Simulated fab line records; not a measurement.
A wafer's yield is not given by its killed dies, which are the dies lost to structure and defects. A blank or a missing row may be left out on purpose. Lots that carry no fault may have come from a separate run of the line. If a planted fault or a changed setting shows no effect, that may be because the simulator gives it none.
Comparing a struck lot with a sound one    flow sfq-line    14 out of 325 route steps
Sound: these wafers, L875.1, L875.3, L875.6. The struck wafers were L880.3, L880.4, L880.6. Last of all comes the cause.
Each step with rows lists, per side, the tool, then ch with its chambers, then its first start. Under that, the readings that differ: sound wafers    struck wafers    difference of the means    sigmas: that difference in standard deviations of wafers without a fault.
alike: same words and numbers on both sides, and readings whose means sit less than 2 such deviations apart. not compared: any withheld reading, any reading some wafer has no value for, any bound like >300 that may hide the same value, and any number with overlapping values for which the record gives no deviation.
Wherever a step has rows on one side only, a row that says differs or no value, or a row with sigmas, the two part there. Non-overlapping numbers with no deviation appear without sigmas and do not part them. Lack of a reading on every wafer of one side parts them only where that side has two or more wafers.

SFQ_INCOMING_BOW_MEAS_900:
  sound: film-metro-02 at day 1 10:00; struck: film-metro-02 at day 2 11:02
  alike: INCOMING_BOW
then, 1 step without rows for these wafers: SFQ_TRILAYER_INCOMING_OXIDATION_002 (target thk 500 nm, ox time 4939 s).
SFQ_TRILAYER_L0_DEP_SPUTTER_003: material MoNx KI, target thk 40 nm, time 100 s.
  sound: pvd-sputter-06 at day 1 12:29; struck: pvd-sputter-05 at day 2 13:29
  alike: throttle-valve-pct
SFQ_L0_RS_MEAS_901: measures by four-point-probe.
  sound: film-metro-01 at day 1 12:34; struck: film-metro-03 at day 2 13:36
  alike: L0_MONX_KI_RS
SFQ_L0_THK_MEAS_902: measures by xrf.
  sound: film-metro-01 at day 1 12:41; struck: film-metro-03 at day 2 13:42
  alike: L0_MONX_KI_THK
then, 6 steps without rows for these wafers: SFQ_TRILAYER_L0_LITHO_COAT_010 (resist thk 62 nm); SFQ_TRILAYER_L0_LITHO_COAT_005 (resist thk 600 nm); SFQ_TRILAYER_L0_LITHO_SOFTBAKE_009; SFQ_TRILAYER_L0_LITHO_EXPOSE_006 (exposes mask L0, target cd 2000 nm); SFQ_TRILAYER_L0_LITHO_PEB_008 (peb time 60 s); SFQ_TRILAYER_L0_LITHO_DEVELOP_007 (time 60 s).
SFQ_TRILAYER_L0_BARC_OPEN_METAL_ETCH_010: etches BARC in O2, target depth 125 nm, time 41.7 s.
  sound on rie-metal-01 ch 0,1, day 2 13:13; struck on rie-metal-03 ch 0,1, day 3 14:26
reading                                              sound              struck             difference  sigmas
oes-product-au (a.u.)                                0.682 0.680 0.680  0.817 0.818 0.822  +0.138      +30
run-length-s (s)                                     69.6 69.2 69.5     60.6 59.7 60.0     -9.3        -14
time-s (s)                                           41.7 41.7 41.7     29.19 29.19 29.19  -12.51      
model.KrF_of_TRILAYER_L0_LITHO_COAT_005.thk-nm (nm)  521.7 520.8 522    538.9 539.2 538.9  +17.5       
  alike: bias-w, drypump-motor-current-A
  not compared: rf-hours-counter-h
SFQ_TRILAYER_L0_ETCH_METAL_ETCH_008: etches MoNx KI in SF6/O2, stops on SiO2, target depth 50 nm, time 25 s.
  sound on rie-metal-01 ch 0,1, day 2 13:17; struck on rie-metal-03 ch 0,1, day 3 14:29
reading                                              sound              struck             difference  sigmas
model.KrF_of_TRILAYER_L0_LITHO_COAT_005.thk-nm (nm)  479.6 478.8 480.7  496.8 496.7 496.6  +17.0       
  alike: bias-w, drypump-motor-current-A, oes-product-au, run-length-s, time-s
  not compared: rf-hours-counter-h
SFQ_TRILAYER_L0_STRIP_STRIP_009: strips in O2.
  sound on rie-metal-01 ch 0,1, day 2 13:19; struck on rie-metal-03 ch 0,1, day 3 14:43
  alike: drypump-motor-current-A, oes-product-au
  not compared: rf-hours-counter-h

== WHERE THEY PART ==
SFQ_TRILAYER_L0_BARC_OPEN_METAL_ETCH_010 only, going by this record. Later steps at which nothing parts them and some readings are alike: SFQ_TRILAYER_L0_ETCH_METAL_ETCH_008, SFQ_TRILAYER_L0_STRIP_STRIP_009.

WHY: the cause the simulator had injected
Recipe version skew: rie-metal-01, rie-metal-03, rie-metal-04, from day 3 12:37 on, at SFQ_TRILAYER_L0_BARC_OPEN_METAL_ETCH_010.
